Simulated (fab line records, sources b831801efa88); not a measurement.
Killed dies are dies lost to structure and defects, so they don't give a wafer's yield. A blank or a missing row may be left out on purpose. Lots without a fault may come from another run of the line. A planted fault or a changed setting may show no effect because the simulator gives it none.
A sampling plan put to the test | flow sky130 | one fab line, 56 faults that these records tell of, each judged on the records of the lots that it struck
The plan is the line's own looks: the steps of the route at which a gauge or an inspection reads the wafer and doesn't change it. A look can be judged if struck wafers have a number there and the file gives its usual mean and standard deviation on fault-free wafers. Caught: at a look after the fault's first step, the mean of the struck wafers lies 4 or more of those standard deviations (sigma) from the usual mean. On the tool: the same test on the tool's own readings at the fault's steps. Another recipe on the struck wafers, or a record that is blank for them alone, also counts as caught.

THE FAULTS, as the simulator had put them in
1. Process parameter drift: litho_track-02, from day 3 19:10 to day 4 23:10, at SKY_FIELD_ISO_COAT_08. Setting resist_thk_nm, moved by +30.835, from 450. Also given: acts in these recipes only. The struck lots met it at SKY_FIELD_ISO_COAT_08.
2. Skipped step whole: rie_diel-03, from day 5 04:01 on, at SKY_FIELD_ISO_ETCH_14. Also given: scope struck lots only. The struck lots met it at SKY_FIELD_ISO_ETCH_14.
3. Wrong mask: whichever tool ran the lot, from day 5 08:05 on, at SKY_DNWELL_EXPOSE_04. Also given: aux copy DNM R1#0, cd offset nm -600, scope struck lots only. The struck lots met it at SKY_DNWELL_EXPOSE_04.
4. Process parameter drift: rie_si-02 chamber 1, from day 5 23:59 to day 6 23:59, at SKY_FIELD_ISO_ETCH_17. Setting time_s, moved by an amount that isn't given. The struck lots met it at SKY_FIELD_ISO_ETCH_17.
5. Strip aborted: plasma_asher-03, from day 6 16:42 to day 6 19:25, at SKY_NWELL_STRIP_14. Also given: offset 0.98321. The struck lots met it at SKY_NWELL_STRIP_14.
6. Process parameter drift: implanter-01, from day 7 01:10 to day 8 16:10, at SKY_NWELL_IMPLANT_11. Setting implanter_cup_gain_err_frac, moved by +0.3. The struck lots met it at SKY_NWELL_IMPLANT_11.
7. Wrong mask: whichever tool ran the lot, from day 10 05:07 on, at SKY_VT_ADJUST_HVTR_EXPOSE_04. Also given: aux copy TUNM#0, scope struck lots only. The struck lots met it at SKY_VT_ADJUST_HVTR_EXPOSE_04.
8. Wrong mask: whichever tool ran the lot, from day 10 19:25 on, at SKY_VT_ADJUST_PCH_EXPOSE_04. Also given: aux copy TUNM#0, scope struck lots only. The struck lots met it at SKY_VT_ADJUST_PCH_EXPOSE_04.
9. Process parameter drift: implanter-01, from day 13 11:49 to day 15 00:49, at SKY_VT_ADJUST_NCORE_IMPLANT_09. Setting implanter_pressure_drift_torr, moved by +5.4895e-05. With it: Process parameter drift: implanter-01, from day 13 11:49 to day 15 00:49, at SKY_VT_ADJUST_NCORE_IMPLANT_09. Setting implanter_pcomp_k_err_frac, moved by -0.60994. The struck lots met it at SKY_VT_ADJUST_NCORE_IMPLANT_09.
10. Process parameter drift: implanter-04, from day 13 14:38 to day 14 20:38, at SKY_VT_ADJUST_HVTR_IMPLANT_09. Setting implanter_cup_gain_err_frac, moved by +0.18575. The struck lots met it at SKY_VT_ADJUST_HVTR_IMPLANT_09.
11. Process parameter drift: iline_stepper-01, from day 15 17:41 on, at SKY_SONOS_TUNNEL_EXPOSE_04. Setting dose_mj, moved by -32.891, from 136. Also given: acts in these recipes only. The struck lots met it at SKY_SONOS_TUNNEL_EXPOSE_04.
12. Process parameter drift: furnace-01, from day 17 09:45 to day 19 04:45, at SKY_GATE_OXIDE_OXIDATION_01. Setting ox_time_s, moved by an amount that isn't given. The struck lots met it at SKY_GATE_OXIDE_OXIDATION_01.
13. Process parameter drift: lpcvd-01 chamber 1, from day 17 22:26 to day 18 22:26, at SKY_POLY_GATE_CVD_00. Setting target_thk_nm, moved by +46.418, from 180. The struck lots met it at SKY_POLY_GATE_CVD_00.
14. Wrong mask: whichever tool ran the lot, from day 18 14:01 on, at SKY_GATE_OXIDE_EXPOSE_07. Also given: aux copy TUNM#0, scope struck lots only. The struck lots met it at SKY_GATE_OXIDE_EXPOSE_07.
15. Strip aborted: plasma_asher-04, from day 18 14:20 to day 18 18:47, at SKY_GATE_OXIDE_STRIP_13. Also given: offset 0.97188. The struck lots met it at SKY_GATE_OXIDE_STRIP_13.
16. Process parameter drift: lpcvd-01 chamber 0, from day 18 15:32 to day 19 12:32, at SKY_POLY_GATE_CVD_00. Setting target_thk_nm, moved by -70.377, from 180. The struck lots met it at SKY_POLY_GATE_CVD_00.
17. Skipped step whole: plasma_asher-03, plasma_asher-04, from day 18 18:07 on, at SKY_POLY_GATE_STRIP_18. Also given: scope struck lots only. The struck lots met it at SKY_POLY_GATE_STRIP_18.
18. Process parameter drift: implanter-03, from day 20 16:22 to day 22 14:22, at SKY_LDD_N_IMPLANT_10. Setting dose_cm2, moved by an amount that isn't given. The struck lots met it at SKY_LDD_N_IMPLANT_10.
19. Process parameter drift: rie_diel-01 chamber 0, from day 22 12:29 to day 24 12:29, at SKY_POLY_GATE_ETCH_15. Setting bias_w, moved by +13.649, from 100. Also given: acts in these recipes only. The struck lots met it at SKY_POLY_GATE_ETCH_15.
20. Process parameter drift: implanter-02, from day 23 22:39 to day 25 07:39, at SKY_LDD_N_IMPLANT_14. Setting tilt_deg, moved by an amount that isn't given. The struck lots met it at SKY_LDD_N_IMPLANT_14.
21. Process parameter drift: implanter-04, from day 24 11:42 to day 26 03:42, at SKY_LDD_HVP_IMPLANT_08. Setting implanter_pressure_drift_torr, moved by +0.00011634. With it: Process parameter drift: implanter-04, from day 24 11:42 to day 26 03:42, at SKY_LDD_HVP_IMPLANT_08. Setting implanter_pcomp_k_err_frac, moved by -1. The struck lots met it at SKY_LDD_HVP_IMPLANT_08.
22. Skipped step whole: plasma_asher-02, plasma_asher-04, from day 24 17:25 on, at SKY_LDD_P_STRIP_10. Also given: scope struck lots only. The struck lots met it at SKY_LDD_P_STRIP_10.
23. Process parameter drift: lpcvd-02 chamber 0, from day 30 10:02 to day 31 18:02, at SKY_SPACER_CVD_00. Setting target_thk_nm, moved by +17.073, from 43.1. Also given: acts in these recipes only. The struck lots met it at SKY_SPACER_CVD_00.
24. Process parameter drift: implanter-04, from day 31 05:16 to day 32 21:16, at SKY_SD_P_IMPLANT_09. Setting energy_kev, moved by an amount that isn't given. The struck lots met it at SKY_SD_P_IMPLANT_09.
25. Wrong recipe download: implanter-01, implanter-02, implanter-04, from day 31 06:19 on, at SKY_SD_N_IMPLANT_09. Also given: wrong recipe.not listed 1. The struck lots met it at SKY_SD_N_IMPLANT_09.
26. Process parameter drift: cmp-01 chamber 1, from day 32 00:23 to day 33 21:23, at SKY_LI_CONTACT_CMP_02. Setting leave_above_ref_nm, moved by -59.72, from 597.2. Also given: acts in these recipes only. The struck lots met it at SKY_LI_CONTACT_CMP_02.
27. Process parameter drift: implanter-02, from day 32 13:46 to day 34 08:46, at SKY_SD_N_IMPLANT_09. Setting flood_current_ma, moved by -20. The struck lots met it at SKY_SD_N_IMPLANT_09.
28. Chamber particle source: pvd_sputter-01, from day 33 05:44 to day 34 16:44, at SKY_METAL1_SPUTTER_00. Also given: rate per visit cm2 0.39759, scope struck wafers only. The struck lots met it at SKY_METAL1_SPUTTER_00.
29. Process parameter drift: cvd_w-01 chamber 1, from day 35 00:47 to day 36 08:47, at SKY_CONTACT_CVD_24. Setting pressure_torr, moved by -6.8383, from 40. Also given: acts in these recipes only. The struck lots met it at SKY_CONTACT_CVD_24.
30. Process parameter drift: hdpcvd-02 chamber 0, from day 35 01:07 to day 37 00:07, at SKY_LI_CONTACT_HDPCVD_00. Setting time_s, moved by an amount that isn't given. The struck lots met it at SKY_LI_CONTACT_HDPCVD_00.
31. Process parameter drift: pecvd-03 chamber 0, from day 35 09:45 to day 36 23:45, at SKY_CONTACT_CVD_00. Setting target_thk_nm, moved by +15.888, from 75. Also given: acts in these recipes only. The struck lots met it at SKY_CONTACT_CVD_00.
32. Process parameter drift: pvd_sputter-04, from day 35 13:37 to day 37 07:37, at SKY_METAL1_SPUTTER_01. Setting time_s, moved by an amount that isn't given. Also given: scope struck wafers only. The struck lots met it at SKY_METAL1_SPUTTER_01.
33. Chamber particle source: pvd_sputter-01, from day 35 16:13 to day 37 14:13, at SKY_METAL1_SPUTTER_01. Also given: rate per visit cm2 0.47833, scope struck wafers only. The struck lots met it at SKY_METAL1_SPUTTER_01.
34. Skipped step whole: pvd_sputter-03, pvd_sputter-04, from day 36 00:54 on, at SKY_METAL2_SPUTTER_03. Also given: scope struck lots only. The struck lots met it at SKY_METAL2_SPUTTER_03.
35. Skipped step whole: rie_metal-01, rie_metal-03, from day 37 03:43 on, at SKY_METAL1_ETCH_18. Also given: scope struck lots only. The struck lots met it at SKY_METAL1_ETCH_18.
36. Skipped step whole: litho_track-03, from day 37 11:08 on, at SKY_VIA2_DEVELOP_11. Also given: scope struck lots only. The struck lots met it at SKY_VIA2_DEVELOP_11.
37. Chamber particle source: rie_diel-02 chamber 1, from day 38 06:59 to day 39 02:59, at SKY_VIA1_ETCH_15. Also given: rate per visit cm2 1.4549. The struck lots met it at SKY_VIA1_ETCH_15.
38. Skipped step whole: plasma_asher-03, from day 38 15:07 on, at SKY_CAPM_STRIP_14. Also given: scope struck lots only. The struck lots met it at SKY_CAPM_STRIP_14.
39. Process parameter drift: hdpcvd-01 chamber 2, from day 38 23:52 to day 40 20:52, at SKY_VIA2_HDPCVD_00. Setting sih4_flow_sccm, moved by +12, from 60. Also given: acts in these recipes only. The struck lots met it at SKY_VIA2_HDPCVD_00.
40. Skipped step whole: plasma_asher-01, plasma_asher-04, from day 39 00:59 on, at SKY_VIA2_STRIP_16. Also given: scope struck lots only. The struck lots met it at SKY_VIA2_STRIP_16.
41. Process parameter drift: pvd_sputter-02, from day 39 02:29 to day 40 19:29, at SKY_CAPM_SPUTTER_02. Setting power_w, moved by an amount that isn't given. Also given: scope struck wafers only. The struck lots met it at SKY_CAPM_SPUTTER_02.
42. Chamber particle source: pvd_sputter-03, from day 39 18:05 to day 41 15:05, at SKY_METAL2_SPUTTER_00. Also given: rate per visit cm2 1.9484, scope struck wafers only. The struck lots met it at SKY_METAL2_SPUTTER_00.
43. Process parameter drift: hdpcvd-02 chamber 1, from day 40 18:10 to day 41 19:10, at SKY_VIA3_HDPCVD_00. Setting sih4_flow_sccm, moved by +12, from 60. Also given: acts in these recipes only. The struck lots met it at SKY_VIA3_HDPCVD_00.
44. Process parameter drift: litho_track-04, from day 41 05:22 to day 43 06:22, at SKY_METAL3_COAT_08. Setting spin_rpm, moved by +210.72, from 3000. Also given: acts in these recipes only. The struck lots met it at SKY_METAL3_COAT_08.
45. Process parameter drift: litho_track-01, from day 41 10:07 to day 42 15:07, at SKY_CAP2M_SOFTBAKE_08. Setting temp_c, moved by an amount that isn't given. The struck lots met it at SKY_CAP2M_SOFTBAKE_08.
46. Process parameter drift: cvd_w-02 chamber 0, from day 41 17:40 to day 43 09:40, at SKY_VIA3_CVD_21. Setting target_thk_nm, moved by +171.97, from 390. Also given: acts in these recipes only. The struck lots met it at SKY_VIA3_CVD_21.
47. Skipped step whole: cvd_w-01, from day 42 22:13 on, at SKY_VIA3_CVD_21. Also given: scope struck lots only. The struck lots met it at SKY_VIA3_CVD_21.
48. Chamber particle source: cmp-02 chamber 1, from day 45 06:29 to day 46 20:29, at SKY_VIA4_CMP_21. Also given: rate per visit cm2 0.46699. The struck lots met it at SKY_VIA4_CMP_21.
49. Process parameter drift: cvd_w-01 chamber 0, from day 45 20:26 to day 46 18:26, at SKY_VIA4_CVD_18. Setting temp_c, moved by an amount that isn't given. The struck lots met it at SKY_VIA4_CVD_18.
50. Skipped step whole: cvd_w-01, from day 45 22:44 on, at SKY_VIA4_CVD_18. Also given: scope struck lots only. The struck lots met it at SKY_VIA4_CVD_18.
51. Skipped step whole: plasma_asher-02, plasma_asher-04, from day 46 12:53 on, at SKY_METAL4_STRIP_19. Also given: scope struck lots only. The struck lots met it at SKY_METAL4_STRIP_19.
52. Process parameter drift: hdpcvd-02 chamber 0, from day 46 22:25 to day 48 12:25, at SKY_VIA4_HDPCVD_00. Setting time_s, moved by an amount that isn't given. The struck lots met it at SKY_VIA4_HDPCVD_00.
53. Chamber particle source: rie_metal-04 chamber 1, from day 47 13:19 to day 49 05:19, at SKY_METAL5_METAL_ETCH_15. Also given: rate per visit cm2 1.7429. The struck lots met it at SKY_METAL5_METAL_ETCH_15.
54. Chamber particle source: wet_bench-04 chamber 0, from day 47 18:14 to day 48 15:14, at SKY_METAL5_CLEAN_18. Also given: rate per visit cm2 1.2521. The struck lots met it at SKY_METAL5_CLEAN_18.
55. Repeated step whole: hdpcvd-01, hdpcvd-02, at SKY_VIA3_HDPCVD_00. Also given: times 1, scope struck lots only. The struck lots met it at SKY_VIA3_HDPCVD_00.
56. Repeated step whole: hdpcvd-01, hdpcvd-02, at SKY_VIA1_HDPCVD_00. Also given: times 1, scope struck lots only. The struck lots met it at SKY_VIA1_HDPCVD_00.

WHAT THE PLAN SAW
fault | on the tool itself                               | first look that catches it                      | reading, sigma                                                             | median hours from its first step to that look | hours from the fault's start to the first struck lot there | judged looks passed uncaught
1     | under 2 sigma                                    | none of the 2 looks that can be judged after it | -                                                                          | -                                             | -                                                          | 2
2     | the tool's record is blank for the struck wafers | no look after it can be judged                  | -                                                                          | -                                             | -                                                          | 0
3     | under 2 sigma                                    | no look after it can be judged                  | -                                                                          | -                                             | -                                                          | 0
4     | run_length_s -99 or beyond sigma                 | none of the 2 looks that can be judged after it | -                                                                          | -                                             | -                                                          | 2
5     | oes_product_au +32 sigma                         | SKY_NWELL_TW_MEAS_26                            | NWELL_2_TW -99 or beyond                                                   | 19.0                                          | 22                                                         | 0
6     | faraday_current_uA +15 sigma                     | SKY_NWELL_TW_MEAS_15                            | NWELL_TW -11                                                               | 0.5                                           | 3                                                          | 0
7     | no reading that can be judged                    | SKY_VT_ADJUST_HVTR_TW_MEAS_11                   | VT_ADJUST_HVTR_TW -99 or beyond                                            | 12.3                                          | 21                                                         | 0
8     | no reading that can be judged                    | SKY_VT_ADJUST_PCH_TW_MEAS_10                    | VT_ADJUST_PCH_TW -99 or beyond                                             | 12.3                                          | 13                                                         | 0
9     | end_station_pressure_torr +99 or beyond sigma    | SKY_VT_ADJUST_NCORE_TW_MEAS_11                  | VT_ADJUST_NCORE_TW +4.2                                                    | 0.2                                           | 1                                                          | 0
10    | faraday_current_uA +8.5 sigma                    | SKY_VT_ADJUST_HVTR_TW_MEAS_11                   | VT_ADJUST_HVTR_TW -10                                                      | 0.2                                           | 3                                                          | 0
11    | exposure_dose_mJ_cm2 -99 or beyond sigma         | SKY_SONOS_TUNNEL_CD_MEAS_07                     | cd_nm -34                                                                  | 14.3                                          | 29                                                         | 0
12    | under 2 sigma                                    | not the one look that can be judged after it    | strongest: GATE_OXIDE_OXIDATION_00_THK at SKY_GATE_OXIDE_THK_MEAS_02, -3.4 | -                                             | -                                                          | 1
13    | under 2 sigma                                    | SKY_POLY_GATE_THK_MEAS_01                       | POLY_GATE_CVD_00_THK +23                                                   | 1.2                                           | 15                                                         | 0
14    | no reading that can be judged                    | SKY_GATE_OXIDE_TW_MEAS_14                       | GATE_OXIDE_TW -99 or beyond                                                | 16.9                                          | 28                                                         | 0
15    | oes_product_au +40 sigma                         | no look after it can be judged                  | -                                                                          | -                                             | -                                                          | 0
16    | no reading that can be judged                    | SKY_POLY_GATE_THK_MEAS_01                       | POLY_GATE_CVD_00_THK -35                                                   | 1.2                                           | 8                                                          | 0
17    | the tool's record is blank for the struck wafers | not the one look that can be judged after it    | -                                                                          | -                                             | -                                                          | 1
18    | dose_ions_cm2 +99 or beyond sigma                | SKY_LDD_N_TW_MEAS_17                            | LDD_N_TW +15                                                               | 1.0                                           | 17                                                         | 0
19    | bias_w +47 sigma                                 | no look after it can be judged                  | -                                                                          | -                                             | -                                                          | 0
20    | tilt_deg -99 or beyond sigma                     | no look after it can be judged                  | -                                                                          | -                                             | -                                                          | 0
21    | end_station_pressure_torr +99 or beyond sigma    | SKY_LDD_HVP_TW_MEAS_10                          | LDD_HVP_TW +18                                                             | 0.2                                           | 15                                                         | 0
22    | the tool's record is blank for the struck wafers | SKY_LDD_HVN_TW_MEAS_10                          | LDD_HVN_TW -99 or beyond                                                   | 30.2                                          | 41                                                         | 0
23    | only faintly: spike_tc_upper_C -2.1 sigma        | SKY_SPACER_THK_MEAS_01                          | SPACER_CVD_00_THK +42                                                      | 1.2                                           | 11                                                         | 0
24    | beam_energy_keV -99 or beyond sigma              | SKY_SD_P_TW_MEAS_11                             | SD_P_TW -14                                                                | 0.2                                           | 20                                                         | 0
25    | no reading that can be judged                    | SKY_SD_N_TW_MEAS_12                             | SD_N_TW -6.2                                                               | 0.4                                           | 2                                                          | 0
26    | only faintly: time_to_endpoint_s +3.5 sigma      | not the one look that can be judged after it    | -                                                                          | -                                             | -                                                          | 1
27    | under 2 sigma                                    | no look after it can be judged                  | -                                                                          | -                                             | -                                                          | 0
28    | under 2 sigma                                    | not the one look that can be judged after it    | -                                                                          | -                                             | -                                                          | 1
29    | chamber_pressure_Torr -76 sigma                  | SKY_CONTACT_RS_MEAS_25                          | CONTACT_W_RS +7.2                                                          | 0.1                                           | 2                                                          | 0
30    | run_length_s +99 or beyond sigma                 | SKY_LI_CONTACT_THK_MEAS_01                      | LI_CONTACT_HDPCVD_THK +48                                                  | 0.1                                           | 10                                                         | 0
31    | under 2 sigma                                    | SKY_CONTACT_THK_MEAS_01                         | CONTACT_CVD_00_THK +14                                                     | 0.1                                           | 13                                                         | 0
32    | under 2 sigma                                    | no look after it can be judged                  | -                                                                          | -                                             | -                                                          | 0
33    | under 2 sigma                                    | no look after it can be judged                  | -                                                                          | -                                             | -                                                          | 0
34    | the tool's record is blank for the struck wafers | no look after it can be judged                  | -                                                                          | -                                             | -                                                          | 0
35    | the tool's record is blank for the struck wafers | no look after it can be judged                  | -                                                                          | -                                             | -                                                          | 0
36    | no reading that can be judged                    | no look after it can be judged                  | -                                                                          | -                                             | -                                                          | 0
37    | under 2 sigma                                    | not the one look that can be judged after it    | -                                                                          | -                                             | -                                                          | 1
38    | the tool's record is blank for the struck wafers | no look after it can be judged                  | -                                                                          | -                                             | -                                                          | 0
39    | sih4_flow_sccm +72 sigma                         | SKY_VIA2_THK_MEAS_01                            | VIA2_HDPCVD_THK +22                                                        | 0.2                                           | 36                                                         | 0
40    | the tool's record is blank for the struck wafers | no look after it can be judged                  | -                                                                          | -                                             | -                                                          | 0
41    | cathode_dc_power_W -99 or beyond sigma           | SKY_CAPM_RS_MEAS_03                             | CAPM_TIN_RS +28                                                            | 0.1                                           | 36                                                         | 0
42    | under 2 sigma                                    | no look after it can be judged                  | -                                                                          | -                                             | -                                                          | 0
43    | sih4_flow_sccm +70 sigma                         | SKY_VIA3_THK_MEAS_01                            | VIA3_HDPCVD_THK +12                                                        | 0.2                                           | 3                                                          | 0
44    | spin_speed_rpm +99 or beyond sigma               | no look after it can be judged                  | -                                                                          | -                                             | -                                                          | 0
45    | heater_power_total_W -34 sigma                   | not the one look that can be judged after it    | -                                                                          | -                                             | -                                                          | 1
46    | under 2 sigma                                    | SKY_VIA3_RS_MEAS_22                             | VIA3_W_RS -31                                                              | 0.1                                           | 6                                                          | 0
47    | the tool's record is blank for the struck wafers | SKY_VIA3_RS_MEAS_22                             | VIA3_W_RS +99 or beyond                                                    | 0.1                                           | 1                                                          | 0
48    | under 2 sigma                                    | no look after it can be judged                  | -                                                                          | -                                             | -                                                          | 0
49    | susceptor_temp_C -50 sigma                       | SKY_VIA4_RS_MEAS_19                             | VIA4_W_RS +20                                                              | 0.1                                           | 3                                                          | 0
50    | the tool's record is blank for the struck wafers | SKY_VIA4_RS_MEAS_19                             | VIA4_W_RS +99 or beyond                                                    | 0.1                                           | 1                                                          | 0
51    | the tool's record is blank for the struck wafers | no look after it can be judged                  | -                                                                          | -                                             | -                                                          | 0
52    | run_length_s +99 or beyond sigma                 | SKY_VIA4_THK_MEAS_01                            | VIA4_HDPCVD_THK +17                                                        | 0.2                                           | 10                                                         | 0
53    | under 2 sigma                                    | no look after it can be judged                  | -                                                                          | -                                             | -                                                          | 0
54    | no reading that can be judged                    | no look after it can be judged                  | -                                                                          | -                                             | -                                                          | 0
55    | no reading that can be judged                    | SKY_VIA3_THK_MEAS_01                            | VIA3_HDPCVD_THK +70                                                        | 0.5                                           | -                                                          | 0
56    | no reading that can be judged                    | SKY_VIA1_THK_MEAS_01                            | VIA1_HDPCVD_THK +99 or beyond                                              | 0.4                                           | -                                                          | 0
A dash: the fault isn't caught, or these records don't give the number.

Caught at a look: 29 of 56. Caught on the tool: 31 of 56. By one or the other: 42 of 56.
Caught on the tool alone: faults 2, 4, 15, 17, 19, 20, 34, 35, 38, 40, 44, 45, 51.
Caught at a look alone: faults 7, 8, 13, 14, 16, 23, 25, 31, 46, 55, 56.
Caught by neither: faults 1, 3, 12, 26, 27, 28, 32, 33, 36, 37, 42, 48, 53, 54.

THINNER SAMPLING
If the look that catches a fault measured only every second or every third lot, by lot number, the first struck lot would be measured this late in the worst case:
fault | struck lots at that look, in order of time | every lot | every second lot | every third lot
5     | L443                                       | 22 h      | may miss it      | may miss it
6     | L437, L439                                 | 3 h       | may miss all 2   | may miss all 2
7     | L750                                       | 21 h      | may miss it      | may miss it
8     | L151                                       | 13 h      | may miss it      | may miss it
9     | L694, L695, L696                           | 1 h       | 19 h             | 25 h
10    | L264, L265                                 | 3 h       | 24 h             | may miss all 2
11    | L688, L690                                 | 29 h      | may miss all 2   | may miss all 2
13    | L508, L509, L510                           | 15 h      | 15 h             | 22 h
14    | L434                                       | 28 h      | may miss it      | may miss it
16    | L846                                       | 8 h       | may miss it      | may miss it
18    | L927, L926                                 | 17 h      | 21 h             | may miss all 2
21    | L752, L754                                 | 15 h      | may miss all 2   | may miss all 2
22    | L553, L554                                 | 41 h      | 43 h             | may miss all 2
23    | L667                                       | 11 h      | may miss it      | may miss it
24    | L875, L877                                 | 20 h      | may miss all 2   | may miss all 2
25    | L856, L855, L857, L858                     | 2 h       | 3 h              | 6 h
29    | L525, L526                                 | 2 h       | 23 h             | may miss all 2
30    | L431, L432                                 | 10 h      | 17 h             | may miss all 2
31    | L795, L796                                 | 13 h      | 31 h             | may miss all 2
39    | L607                                       | 36 h      | may miss it      | may miss it
41    | L166                                       | 36 h      | may miss it      | may miss it
43    | L183, L184                                 | 3 h       | 22 h             | may miss all 2
46    | L961, L962                                 | 6 h       | 25 h             | may miss all 2
47    | L739, L741                                 | 1 h       | may miss all 2   | may miss all 2
49    | L836, L837                                 | 3 h       | 18 h             | may miss all 2
50    | L567, L568                                 | 1 h       | 16 h             | may miss all 2
52    | L772, L773                                 | 10 h      | 13 h             | may miss all 2
Hours are from the fault's start to the first struck lot that is measured. The limit of 4 sigma was tested on all struck wafers together, so one lot alone may lie under it. Other struck lots may not be in these records.

THE LONGEST TIMED WAY FROM STEP TO LOOK
Fault 22: a median of 30.2 hours passes between SKY_LDD_P_STRIP_10 and SKY_LDD_HVN_TW_MEAS_10. No look between them can be judged.
